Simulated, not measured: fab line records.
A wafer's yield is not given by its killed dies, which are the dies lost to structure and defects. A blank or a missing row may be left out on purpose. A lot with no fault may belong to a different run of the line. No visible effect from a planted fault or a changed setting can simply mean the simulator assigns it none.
fab line records -- flow sfqLine
record lots=14, wafers=42, lastDay=92
route steps=325 shown M1@65
lots with no fault: from the same line, run without faults
startH: the number of hours between the record's first day and the start of the first shown wafer of the lot -- waitH: how many hours have passed since the lot's step before this one -- " repeats the value in the row above -- L1.1+2: one row covering several wafers at once -- - value missing, or start not given -- * or withheld: withheld -- < > ~ a bound
route shown NAME@n: names a module that has steps shown in the file, with the first one's number in the route -- usual: mean and standard deviation over wafers with no fault -- same: alike in all rows -- chamber/n: place in a boat -- sites: per-site readings -- _std_site: their standard deviation -- _edge_site: mean of outer sites minus mean of inner sites -- radiusMm: how far each site lies from the wafer's centre -- mask NAME#n: copy n -- behind: the most recent tool/chamber to have shaped the wafer -- hold: why the lot went on hold/how many hours it stayed there/how the hold came to an end -- device: which transistor (n, p or np) failed to switch -- end of line: at the end of the route, the tests of the same wafers -- a step without rows: its recipe alone -- killed: at the first sort, the dies lost to defects and structure; wafer yield is something else -- map: a wafer's dies, marking killed ones x, the rest . and places with no die _
set.NAME: the run value of the setting; set.NAME@STEP: its run value at that earlier step -- model.NAME: the simulator's own value behind a step, which no gauge read
the route's steps for a sample of lots (tables are steps, rows are wafers)
services: when a tool's chamber went out of use (startH, in hours from the record's first day, below 0 if earlier), for how many hours, and the reason
## steps
# step SFQ_TRILAYER_M1_LITHO_EXPOSE_040
# recipe maskId=M1, na=0.6, sourceShape=conventional, sigmaOuter=0.65, targetCdNm=500, doseMj=14.4
# usual exposureDoseMJCm2=14.400/0.013, focusOffsetNm=0.1/0.54, reticleTempC=23.02/0.11
lot.wafer,tool,chamber,startH,waitH,mask,exposureDoseMJCm2,focusOffsetNm,reticleTempC
L795.3,krfScanner-01,0,555.58,-,M1#0,14.401,0.4,23.13
L795.5,krfScanner-01,0,555.58,-,M1#0,14.396,0.2,23.09
L795.6,krfScanner-01,0,555.58,-,M1#0,14.381,-0.2,23.16
L796.3,krfScanner-01,0,562.78,-,M1#0,14.386,-1.0,23.15
L796.4,krfScanner-01,0,562.78,-,M1#0,14.392,-0.5,22.99
L796.5,krfScanner-01,0,562.78,-,M1#0,14.395,-0.9,23.09
L797.1,krfScanner-02,0,571.88,-,M1#0,14.418,0.2,23.09
L797.2,krfScanner-02,0,571.88,-,M1#0,14.408,-0.1,23.00
L797.3,krfScanner-02,0,571.88,-,M1#0,14.391,-0.5,23.03
L799.1,krfScanner-01,0,594.80,-,M1#0,14.390,-0.7,22.90
L799.4,krfScanner-01,0,594.80,-,M1#0,14.401,-0.3,22.98
L799.6,krfScanner-01,0,594.80,-,M1#0,14.398,-0.3,23.00
L803.2,krfScanner-02,0,658.73,-,M1#0,14.412,0.8,22.68
L803.4,krfScanner-02,0,658.73,-,M1#0,14.397,0.2,22.84
L803.6,krfScanner-02,0,658.73,-,M1#0,14.396,0.2,22.73
L804.1,krfScanner-01,0,683.23,-,M1#0,14.415,0.0,23.04
L804.2,krfScanner-01,0,683.23,-,M1#0,14.419,-0.2,23.15
L804.5,krfScanner-01,0,683.23,-,M1#0,14.414,0.5,23.16
L805.1,krfScanner-01,0,688.03,-,M1#0,14.388,0.1,23.25
L805.2,krfScanner-01,0,688.03,-,M1#0,14.415,0.4,23.09
L805.4,krfScanner-01,0,688.03,-,M1#0,14.416,0.6,23.20
L806.1,krfScanner-01,0,695.23,-,M1#0,14.385,0.1,22.95
L806.4,krfScanner-01,0,695.23,-,M1#0,14.380,-0.2,23.01
L806.6,krfScanner-01,0,695.23,-,M1#0,14.395,0.7,23.06
L807.3,krfScanner-01,0,698.03,-,M1#0,14.395,-0.3,23.07
L807.5,krfScanner-01,0,698.03,-,M1#0,14.394,0.5,23.04
L807.6,krfScanner-01,0,698.03,-,M1#0,14.431,0.3,23.03
L808.4,krfScanner-01,-,705.43,-,M1#0,-,-,-
L808.5,krfScanner-01,-,705.43,-,M1#0,-,-,-
L808.6,krfScanner-01,-,705.43,-,M1#0,-,-,-
L809.2,krfScanner-01,-,713.43,-,M1#0,-,-,-
L809.5,krfScanner-01,-,713.43,-,M1#0,-,-,-
L809.6,krfScanner-01,-,713.43,-,M1#0,-,-,-
L811.3,krfScanner-01,0,734.03,-,M1#0,14.410,0.0,23.21
L811.4,krfScanner-01,0,734.03,-,M1#0,14.395,0.0,23.11
L811.5,krfScanner-01,0,734.03,-,M1#0,14.396,0.0,23.11
L813.2,krfScanner-01,0,741.03,-,M1#0,14.393,-0.1,23.05
L813.3,krfScanner-01,0,741.03,-,M1#0,14.400,0.0,22.99
L813.5,krfScanner-01,0,741.03,-,M1#0,14.391,0.2,23.05
L818.1,krfScanner-01,0,800.14,-,M1#0,14.416,-0.2,22.91
L818.3,krfScanner-01,0,800.14,-,M1#0,14.412,0.3,23.12
L818.5,krfScanner-01,0,800.14,-,M1#0,14.397,-0.3,23.20
## services
tool,chamber,startH,hours,kind
krfScanner-02,-,564.65,1.3,pm
krfScanner-02,-,565.95,1.0,pm
krfScanner-01,-,567.18,1.3,pm
krfScanner-01,-,574.29,2.4,repair
krfScanner-02,-,593.48,0.8,pm
krfScanner-01,-,614.00,0.8,pm
krfScanner-01,-,643.85,1.0,pm
krfScanner-01,-,652.37,4.4,pm
krfScanner-02,-,682.53,11.6,pm
krfScanner-02,-,706.24,1.0,pm
krfScanner-02,-,708.59,1.3,pm
krfScanner-01,-,743.23,1.3,pm
krfScanner-02,-,761.35,0.8,pm
krfScanner-01,-,781.89,0.8,pm
krfScanner-01,-,791.51,0.2,repair
krfScanner-02,-,792.82,3.6,pm
krfScanner-02,-,797.16,0.2,repair
## key
firstSign step=SFQ_TRILAYER_M1_LITHO_EXPOSE_040, reading=toolRecord, direction=missing
effect none on later readings
metAt SFQ_TRILAYER_M1_LITHO_EXPOSE_040
struckLots L808,L809
onsetBetween 698.03 705.43
fault kind=skippedStepWhole, tool=krfScanner-01, chamber=-, onsetH=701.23, steps=SFQ_TRILAYER_M1_LITHO_EXPOSE_040, scope=struckLotsOnly
